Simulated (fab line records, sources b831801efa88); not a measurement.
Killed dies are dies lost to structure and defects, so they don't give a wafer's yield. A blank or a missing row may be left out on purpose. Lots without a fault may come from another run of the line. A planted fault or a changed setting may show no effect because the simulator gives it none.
fab line records | flow sky130
record lots=12 wafers=36 last_day=50
route steps=708 shown SD_P@327 RES_XHIGH@341 SD_N@348 LI_CONTACT@363 PAD_OPEN@708
lots that met no fault: from a run of the same line without faults
start_h: hours from the record's first day to the start of the lot's first wafer shown | wait_h: hours since the lot's step before | " the same as in the row above | L1.1+2: a row that stands for several wafers | - no value, or no start given | * or withheld: withheld | < > ~ a bound
route shown NAME@n: a module of which the file shows steps, and the number in the route of the first | usual: mean/standard deviation of fault-free wafers | same: alike in all rows | chamber/n: place in a boat | sites: the reading at each site | _std_site: their standard deviation | _edge_site: outer sites' mean less inner sites' | radius_mm: how far each site lies from the wafer's centre | mask NAME#n: copy n | behind: the tool/chamber that last shaped the wafer | hold: why the lot was held/for how many hours/how that ended | device: the transistor (n, p or np) that didn't switch | end of line: the same wafers' tests at the end of the route | a step without rows: its recipe alone | killed: dies lost to structure and defects at the first sort, not the wafer's yield | map: a wafer's dies, x killed, . not, _ none there
set.NAME: the setting as run; set.NAME@STEP: as run at that earlier step | model.NAME: the simulator's own value behind a step, which no gauge read
steps of the route over a sample of lots; a table a step, a row a wafer
## steps
# step SKY_SD_P_CD_MEAS_07
# recipe target_cd_nm=380
# usual cd_nm=380.8/2.6
# columns lot.wafer tool chamber start_h wait_h cd_nm
L642.2 cd_sem-02 - 632.73 0.1 379.9
L642.4 " - " " 381.0
L642.5 " - " " 380.6
L643.1 cd_sem-01 - 633.85 0.1 382.8
L643.2 " - " " 380.4
L643.5 " - " " 380.7
L644.2 cd_sem-02 - 645.50 0.1 381.7
L644.5 " - " " 380.7
L644.6 " - " " 379.3
L645.1 cd_sem-01 - 646.36 0.1 384.4
L645.3 " - " " 381.5
L645.4 " - " " 381.9
L646.3 cd_sem-02 - 652.96 0.1 379.9
L646.4 " - " " 382.3
L646.6 " - " " 381.3
L647.1 cd_sem-01 - 668.11 0.1 379.2
L647.2 " - " " 380.9
L647.4 " - " " 383.4
L649.4 cd_sem-01 - 676.21 0.1 380.8
L649.5 " - " " 381.0
L649.6 " - " " 381.0
L652.3 cd_sem-02 - 701.59 0.1 376.7
L652.4 " - " " 377.6
L652.6 " - " " 377.6
L654.2 cd_sem-01 - 711.62 0.1 385.2
L654.4 " - " " 385.7
L654.5 " - " " 386.0
L653.2 cd_sem-01 - 712.87 0.1 375.9
L653.5 " - " " 375.7
L653.6 " - " " 378.7
L655.3 cd_sem-02 - 741.14 0.1 385.2
L655.4 " - " " 385.5
L655.6 " - " " 383.4
L662.1 cd_sem-01 - 764.86 0.1 381.8
L662.3 " - " " 379.6
L662.6 " - " " 380.8
# step SKY_RES_XHIGH_TW_MEAS_09
# usual RES_XHIGH_TW=1637/19
# columns lot.wafer tool chamber start_h wait_h RES_XHIGH_TW
L642.2 film_metro-03 - 660.87 0.1 1669
L642.4 " - " " 1663
L642.5 " - " " 1663
L643.1 film_metro-04 - 662.69 0.1 1636
L643.2 " - " " 1627
L643.5 " - " " 1630
L644.2 film_metro-04 - 674.24 0.1 1626
L644.5 " - " " 1635
L644.6 " - " " 1631
L645.1 film_metro-04 - 675.26 0.1 1634
L645.3 " - " " 1628
L645.4 " - " " 1634
L646.3 film_metro-03 - 682.37 0.1 1670
L646.4 " - " " 1670
L646.6 " - " " 1667
L647.1 film_metro-03 - 697.01 0.1 1669
L647.2 " - " " 1661
L647.4 " - " " 1663
L649.4 film_metro-01 - 704.59 0.1 1635
L649.5 " - " " 1638
L649.6 " - " " 1620
L652.3 film_metro-04 - 730.30 0.1 1623
L652.4 " - " " 1628
L652.6 " - " " 1621
L654.2 film_metro-04 - 739.61 0.1 1631
L654.4 " - " " 1617
L654.5 " - " " 1624
L653.2 film_metro-04 - 740.49 0.1 1630
L653.5 " - " " 1627
L653.6 " - " " 1620
L655.3 film_metro-01 - 768.68 0.1 1626
L655.4 " - " " 1625
L655.6 " - " " 1626
L662.1 film_metro-01 - 791.38 0.1 1631
L662.3 " - " " 1622
L662.6 " - " " 1626
# step SKY_SD_N_DEVELOP_06
# recipe resist=NOVOLAK developer=TMAH develop_time_s=60 dev_temp_c=23
# usual resist_line_temp_C=22.98/0.094
# columns lot.wafer tool chamber start_h wait_h resist_line_temp_C
L642.2 litho_track-04 0 688.72 0.1 23.07
L642.4 " 0 " " 22.95
L642.5 " 0 " " 23.01
L643.1 litho_track-01 0 691.01 0.1 22.86
L643.2 " 0 " " 22.79
L643.5 " 0 " " 22.96
L644.2 litho_track-02 0 701.68 0.1 23.04
L644.5 " 0 " " 22.78
L644.6 " 0 " " 22.86
L645.1 litho_track-01 0 703.16 0.1 22.89
L645.3 " 0 " " 23.03
L645.4 " 0 " " 23.04
L646.3 litho_track-04 0 710.40 0.1 23.01
L646.4 " 0 " " 22.93
L646.6 " 0 " " 22.86
L647.1 litho_track-04 0 724.90 0.1 23.08
L647.2 " 0 " " 22.96
L647.4 " 0 " " 23.23
L649.4 litho_track-01 0 731.03 0.1 23.06
L649.5 " 0 " " 22.99
L649.6 " 0 " " 23.10
L652.3 litho_track-04 0 757.40 0.1 23.09
L652.4 " 0 " " 23.04
L652.6 " 0 " " 22.85
L654.2 litho_track-04 0 765.57 0.1 22.97
L654.4 " 0 " " 23.13
L654.5 " 0 " " 23.11
L653.2 litho_track-04 0 766.17 0.1 22.91
L653.5 " 0 " " 22.96
L653.6 " 0 " " 22.95
L655.3 litho_track-01 0 794.56 0.1 22.95
L655.4 " 0 " " 22.98
L655.6 " 0 " " 22.94
L662.1 litho_track-01 0 817.26 0.1 23.00
L662.3 " 0 " " 22.96
L662.6 " 0 " " 22.87
# step SKY_SD_N_CD_MEAS_07
# recipe target_cd_nm=380
# usual cd_nm=380.4/2.2
# columns lot.wafer tool chamber start_h wait_h cd_nm
L642.2 cd_sem-02 - 688.87 0.1 379.7
L642.4 " - " " 380.4
L642.5 " - " " 382.1
L643.1 cd_sem-01 - 691.16 0.1 380.4
L643.2 " - " " 379.4
L643.5 " - " " 381.2
L644.2 cd_sem-01 - 701.83 0.1 378.2
L644.5 " - " " 378.8
L644.6 " - " " 379.2
L645.1 cd_sem-01 - 703.31 0.1 381.2
L645.3 " - " " 382.5
L645.4 " - " " 381.2
L646.3 cd_sem-01 - 710.54 0.1 376.2
L646.4 " - " " 379.1
L646.6 " - " " 375.9
L647.1 cd_sem-02 - 725.05 0.1 381.8
L647.2 " - " " 382.4
L647.4 " - " " 383.4
L649.4 cd_sem-01 - 731.17 0.1 381.3
L649.5 " - " " 380.8
L649.6 " - " " 382.7
L652.3 cd_sem-01 - 757.54 0.1 379.3
L652.4 " - " " 379.5
L652.6 " - " " 379.9
L654.2 cd_sem-01 - 765.72 0.1 -
L654.4 " - " " -
L654.5 " - " " -
L653.2 cd_sem-01 - 766.32 0.1 -
L653.5 " - " " -
L653.6 " - " " -
L655.3 cd_sem-01 - 794.70 0.1 382.8
L655.4 " - " " 384.1
L655.6 " - " " 384.9
L662.1 cd_sem-01 - 817.41 0.1 380.3
L662.3 " - " " 379.2
L662.6 " - " " 378.5
# step SKY_SD_N_OVL_MEAS_08
# usual SD_N_OVL=-0.6/1.4
# columns lot.wafer tool chamber start_h wait_h SD_N_OVL[nm]
L642.2 overlay-02 - 688.97 0.1 -1.1
L642.4 " - " " -1.0
L642.5 " - " " -1.3
L643.1 overlay-01 - 691.28 0.1 -0.3
L643.2 " - " " -1.8
L643.5 " - " " 0.4
L644.2 overlay-02 - 701.93 0.1 0.7
L644.5 " - " " 0.9
L644.6 " - " " 1.8
L645.1 overlay-01 - 703.43 0.1 -0.5
L645.3 " - " " -0.6
L645.4 " - " " -1.1
L646.3 overlay-02 - 710.63 0.1 0.8
L646.4 " - " " -0.6
L646.6 " - " " 0.3
L647.1 overlay-01 - 725.17 0.1 -0.5
L647.2 " - " " 0.0
L647.4 " - " " -0.1
L649.4 overlay-01 - 731.25 0.1 -1.3
L649.5 " - " " 3.4
L649.6 " - " " 0.2
L652.3 overlay-02 - 757.63 0.1 -3.4
L652.4 " - " " -2.2
L652.6 " - " " -3.1
L654.2 overlay-02 - 765.82 0.1 -
L654.4 " - " " -
L654.5 " - " " -
L653.2 overlay-01 - 766.42 0.1 -
L653.5 " - " " -
L653.6 " - " " -
L655.3 overlay-02 - 794.79 0.1 -1.7
L655.4 " - " " -1.8
L655.6 " - " " -2.6
L662.1 overlay-02 - 817.53 0.1 -3.5
L662.3 " - " " -0.4
L662.6 " - " " -2.0
# step SKY_SD_N_TW_MEAS_12
# usual SD_N_TW=3961/40
# columns lot.wafer tool chamber start_h wait_h SD_N_TW
L642.2 film_metro-03 - 689.41 0.1 4042
L642.4 " - " " 4052
L642.5 " - " " 4058
L643.1 film_metro-04 - 691.72 0.1 3978
L643.2 " - " " 3981
L643.5 " - " " 3961
L644.2 film_metro-04 - 702.37 0.1 3939
L644.5 " - " " 3960
L644.6 " - " " 3953
L645.1 film_metro-01 - 703.87 0.1 3962
L645.3 " - " " 3959
L645.4 " - " " 3948
L646.3 film_metro-01 - 711.07 0.1 4009
L646.4 " - " " 3988
L646.6 " - " " 3982
L647.1 film_metro-01 - 725.60 0.1 3937
L647.2 " - " " 3943
L647.4 " - " " 3972
L649.4 film_metro-04 - 731.70 0.1 3953
L649.5 " - " " 3940
L649.6 " - " " 3964
L652.3 film_metro-04 - 758.07 0.1 3985
L652.4 " - " " 3999
L652.6 " - " " 3990
L654.2 film_metro-04 - 766.26 0.1 30
L654.4 " - " " 30
L654.5 " - " " 30
L653.2 film_metro-01 - 766.86 0.1 30
L653.5 " - " " 30
L653.6 " - " " 30
L655.3 film_metro-04 - 795.24 0.1 3924
L655.4 " - " " 3929
L655.6 " - " " 3933
L662.1 film_metro-01 - 817.97 0.1 3952
L662.3 " - " " 3965
L662.6 " - " " 3965
# step SKY_LI_CONTACT_THK_MEAS_01
# recipe reads=PSG_of_LI_CONTACT_HDPCVD_00
# usual LI_CONTACT_HDPCVD_THK=926/8.9
# columns lot.wafer tool chamber start_h wait_h LI_CONTACT_HDPCVD_THK[nm]
L642.2 film_metro-03 - 690.18 0.1 936
L642.4 " - " " 932
L642.5 " - " " 938
L643.1 film_metro-01 - 692.49 0.1 903
L643.2 " - " " 917
L643.5 " - " " 914
L644.2 film_metro-01 - 703.15 0.1 925
L644.5 " - " " 924
L644.6 " - " " 915
L645.1 film_metro-03 - 704.64 0.1 920
L645.3 " - " " 925
L645.4 " - " " 920
L646.3 film_metro-04 - 711.84 0.1 928
L646.4 " - " " 924
L646.6 " - " " 941
L647.1 film_metro-03 - 726.37 0.1 944
L647.2 " - " " 924
L647.4 " - " " 929
L649.4 film_metro-04 - 732.46 0.0 928
L649.5 " - " " 908
L649.6 " - " " 908
L652.3 film_metro-04 - 758.84 0.1 925
L652.4 " - " " 927
L652.6 " - " " 932
L654.2 film_metro-03 - 767.04 0.1 939
L654.4 " - " " 944
L654.5 " - " " 931
L653.2 film_metro-04 - 767.65 0.1 933
L653.5 " - " " 932
L653.6 " - " " 928
L655.3 film_metro-03 - 796.05 0.1 946
L655.4 " - " " 936
L655.6 " - " " 937
L662.1 film_metro-03 - 818.73 0.1 920
L662.3 " - " " 907
L662.6 " - " " 924
# step SKY_PAD_OPEN_PROBE_99
# usual killed_at_M0_to_M3=43/7.1 killed_at_M4_up=3.0/1.6 killed_at_contacts=24/5.3 killed_at_front_end=16/4.1 killed_at_other=0.5/0.82 killed_dies=86/9.4 killed_on_rim=17/4.1 killed_open=46/6.9 killed_short=39/6.5
# same gross_dies=492 killed_at_back_side=0
# columns lot.wafer tool chamber start_h wait_h killed_at_M0_to_M3 killed_at_M4_up killed_at_contacts killed_at_front_end killed_at_other killed_dies killed_on_rim killed_open killed_short
L642.2 prober-01 - 1106.57 0.1 41 4 31 18 0 94 25 55 39
L642.4 prober-01 - 1106.67 0.2 36 2 23 14 0 75 16 40 35
L642.5 prober-01 - 1106.72 0.2 37 3 28 15 0 83 16 42 41
L649.4 prober-02 - 1139.11 0.2 47 4 14 19 0 84 9 50 34
L649.5 prober-02 - 1139.16 0.2 49 3 19 18 0 89 11 55 34
L649.6 prober-02 - 1139.21 0.2 50 1 16 15 0 82 20 48 34
L652.3 prober-01 - 1157.30 0.2 57 1 23 17 0 98 16 51 47
L652.4 prober-01 - 1157.35 0.2 50 4 19 15 0 88 17 46 42
L652.6 prober-01 - 1157.45 0.2 44 2 40 13 0 99 23 53 46
L654.2 prober-02 - 1160.08 0.1 47 5 29 410 1 492 96 56 50
L654.4 prober-02 - 1160.18 0.2 46 1 18 426 1 492 96 39 39
L654.5 prober-02 - 1160.23 0.2 49 4 20 419 0 492 96 51 32
L653.2 prober-01 - 1162.34 0.1 51 2 32 407 0 492 96 50 48
L653.5 prober-01 - 1162.49 0.2 47 6 18 420 1 492 96 50 42
L653.6 prober-01 - 1162.54 0.2 60 0 23 409 0 492 96 57 54
L655.3 prober-01 - 1180.82 0.2 44 6 24 13 1 88 19 47 40
L655.4 prober-01 - 1180.87 0.2 52 3 22 9 0 86 20 44 40
L655.6 prober-01 - 1180.97 0.2 50 1 22 16 0 89 10 48 41
L662.1 prober-01 - 1196.14 0.1 38 6 22 18 1 85 19 42 40
L662.3 prober-01 - 1196.24 0.2 40 2 14 14 0 70 15 42 28
L662.6 prober-01 - 1196.39 0.2 42 7 24 13 0 86 14 50 35
# killed by level:class
L642.2 CONTACT:geometric_particle:open=12 LI_CONTACT:geometric_particle:open=9 VIA1:geometric_particle:open=8 VIA3:geometric_particle:open=8 VIA2:geometric_particle:open=6 VIA1:geometric_particle:short=5 POLY_GATE:geometric_particle:open=4 POLY_GATE:geometric_particle:short=4
L642.4 VIA3:geometric_particle:open=8 CONTACT:geometric_particle:open=7 VIA1:geometric_particle:open=7 CONTACT:geometric_particle:short=6 FIELD_ISO:geometric_particle:open=5 LI_CONTACT:geometric_particle:open=5 METAL1:geometric_particle:short=5 LOCAL_INTERCONNECT:geometric_particle:short=4
L642.5 CONTACT:geometric_particle:short=8 VIA1:geometric_particle:open=8 CONTACT:geometric_particle:open=7 FIELD_ISO:geometric_particle:open=6 METAL1:geometric_particle:short=6 LI_CONTACT:geometric_particle:open=5 METAL2:geometric_particle:short=5 FIELD_ISO:geometric_particle:short=4
L649.4 VIA1:geometric_particle:open=11 FIELD_ISO:geometric_particle:open=9 METAL1:geometric_particle:short=8 CONTACT:geometric_particle:open=7 POLY_GATE:geometric_particle:open=5 VIA1:geometric_particle:short=4 METAL2:geometric_particle:open=4 METAL1:geometric_particle:open=4
L649.5 VIA2:geometric_particle:open=9 VIA3:geometric_particle:open=8 METAL1:geometric_particle:short=7 VIA1:geometric_particle:open=7 LI_CONTACT:geometric_particle:open=6 CONTACT:geometric_particle:short=5 POLY_GATE:geometric_particle:open=5 VIA1:geometric_particle:short=5
L649.6 VIA2:geometric_particle:open=11 VIA1:geometric_particle:open=10 VIA3:geometric_particle:open=8 METAL2:geometric_particle:short=5 CONTACT:geometric_particle:open=5 LI_CONTACT:geometric_particle:short=4 LI_CONTACT:geometric_particle:open=4 VIA3:geometric_particle:short=4
L652.3 VIA1:geometric_particle:open=14 CONTACT:geometric_particle:open=11 VIA1:geometric_particle:short=8 VIA2:geometric_particle:open=8 METAL1:geometric_particle:short=7 FIELD_ISO:geometric_particle:short=5 METAL3:geometric_particle:short=5 LI_CONTACT:geometric_particle:open=4
L652.4 VIA1:geometric_particle:open=11 LI_CONTACT:geometric_particle:open=8 VIA3:geometric_particle:open=8 METAL1:geometric_particle:short=7 METAL3:geometric_particle:short=6 VIA2:geometric_particle:short=4 LOCAL_INTERCONNECT:geometric_particle:short=4 CONTACT:geometric_particle:open=4
L652.6 LI_CONTACT:geometric_particle:open=14 VIA1:geometric_particle:open=11 CONTACT:geometric_particle:open=10 VIA1:geometric_particle:short=8 LI_CONTACT:geometric_particle:short=7 FIELD_ISO:geometric_particle:short=6 VIA2:geometric_particle:open=5 CONTACT:geometric_particle:short=5
L654.2 SD_N:area_develop=386 VIA1:geometric_particle:open=12 VIA3:geometric_particle:open=10 FIELD_ISO:geometric_particle:open=9 FIELD_ISO:geometric_particle:short=8 LI_CONTACT:geometric_particle:open=8 CONTACT:geometric_particle:short=8 CONTACT:geometric_particle:open=7
L654.4 SD_N:area_develop=414 VIA1:geometric_particle:open=8 METAL1:geometric_particle:short=8 METAL2:geometric_particle:short=7 VIA2:geometric_particle:open=6 LI_CONTACT:geometric_particle:open=5 CONTACT:geometric_particle:open=5 VIA1:geometric_particle:short=4
L654.5 SD_N:area_develop=409 VIA1:geometric_particle:open=12 VIA2:geometric_particle:open=10 LI_CONTACT:geometric_particle:open=7 METAL2:geometric_particle:short=6 CONTACT:geometric_particle:open=6 VIA3:geometric_particle:open=6 METAL1:geometric_particle:short=5
L653.2 SD_N:area_develop=394 CONTACT:geometric_particle:open=9 LI_CONTACT:geometric_particle:open=9 METAL1:geometric_particle:short=9 VIA3:geometric_particle:open=8 VIA1:geometric_particle:open=7 VIA2:geometric_particle:open=7 VIA1:geometric_particle:short=6
L653.5 SD_N:area_develop=400 VIA2:geometric_particle:open=10 CONTACT:geometric_particle:open=9 VIA1:geometric_particle:open=7 POLY_GATE:geometric_particle:short=6 METAL4:geometric_particle:short=6 VIA3:geometric_particle:open=6 VIA1:geometric_particle:short=5
L653.6 SD_N:area_develop=381 POLY_GATE:geometric_particle:open=9 VIA1:geometric_particle:open=9 VIA2:geometric_particle:open=9 METAL2:geometric_particle:short=8 VIA1:geometric_particle:short=7 CONTACT:geometric_particle:short=7 CONTACT:geometric_particle:open=7
L655.3 CONTACT:geometric_particle:open=11 VIA1:geometric_particle:open=10 LI_CONTACT:geometric_particle:open=7 METAL2:geometric_particle:short=6 POLY_GATE:geometric_particle:short=5 VIA3:geometric_particle:open=5 FIELD_ISO:geometric_particle:short=4 METAL1:geometric_particle:short=4
L655.4 VIA1:geometric_particle:open=11 LI_CONTACT:geometric_particle:open=7 VIA2:geometric_particle:short=7 VIA2:geometric_particle:open=7 METAL1:geometric_particle:short=6 METAL2:geometric_particle:short=6 CONTACT:geometric_particle:open=5 LOCAL_INTERCONNECT:geometric_particle:short=3
L655.6 VIA1:geometric_particle:open=11 VIA3:geometric_particle:open=9 METAL1:geometric_particle:short=8 CONTACT:geometric_particle:open=7 FIELD_ISO:geometric_particle:short=6 LI_CONTACT:geometric_particle:open=6 CONTACT:geometric_particle:short=4 VIA1:geometric_particle:short=4
L662.1 VIA1:geometric_particle:open=15 VIA3:geometric_particle:open=9 METAL4:geometric_particle:short=6 LOCAL_INTERCONNECT:geometric_particle:short=5 FIELD_ISO:geometric_particle:short=4 FIELD_ISO:geometric_particle:open=4 POLY_GATE:geometric_particle:open=4 LI_CONTACT:geometric_particle:open=4
L662.3 VIA1:geometric_particle:open=11 CONTACT:geometric_particle:open=8 METAL2:geometric_particle:short=7 FIELD_ISO:geometric_particle:open=6 VIA3:geometric_particle:open=6 METAL1:geometric_particle:short=6 LI_CONTACT:geometric_particle:open=5 FIELD_ISO:geometric_particle:short=4
L662.6 VIA1:geometric_particle:open=12 CONTACT:geometric_particle:open=9 LI_CONTACT:geometric_particle:open=7 VIA3:geometric_particle:open=7 FIELD_ISO:geometric_particle:open=6 VIA1:geometric_particle:short=6 METAL4:geometric_particle:short=6 VIA2:geometric_particle:open=5
## key
first_sign step=SKY_SD_N_CD_MEAS_07 reading=cd_nm direction=missing
effect step=SKY_SD_N_OVL_MEAS_08 reading=SD_N_OVL direction=missing
effect step=SKY_SD_N_TW_MEAS_12 reading=SD_N_TW direction=down sigmas=99+ usual=3961 struck=30
effect step=SKY_PAD_OPEN_PROBE_99 reading=killed_at_front_end direction=up sigmas=97 usual=16 struck=415
more_kills_born_at SKY_SD_N_DEVELOP_06@litho_track-04=2384
met_at SKY_SD_N_DEVELOP_06
struck_lots L653,L654
tester_left_out L653,L654
not_acting_at SKY_SD_P_CD_MEAS_07,SKY_RES_XHIGH_TW_MEAS_09,SKY_LI_CONTACT_THK_MEAS_01
onset_between 757.40 765.57
fault kind=process_parameter_drift tool=litho_track-04 chamber=- onset_h=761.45 steps=SKY_SD_N_DEVELOP_06 channel=develop_time_s offset=* shape=step end_h=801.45 acts_in=* stated=*
# tester_left_out: of these lots the tester's yield and bins aren't shown, on N5 and GAA mostly nor the transistor test; their killed dies are dies lost to structure and defects alone, not to doping, threshold or leakage, so they don't give the yield
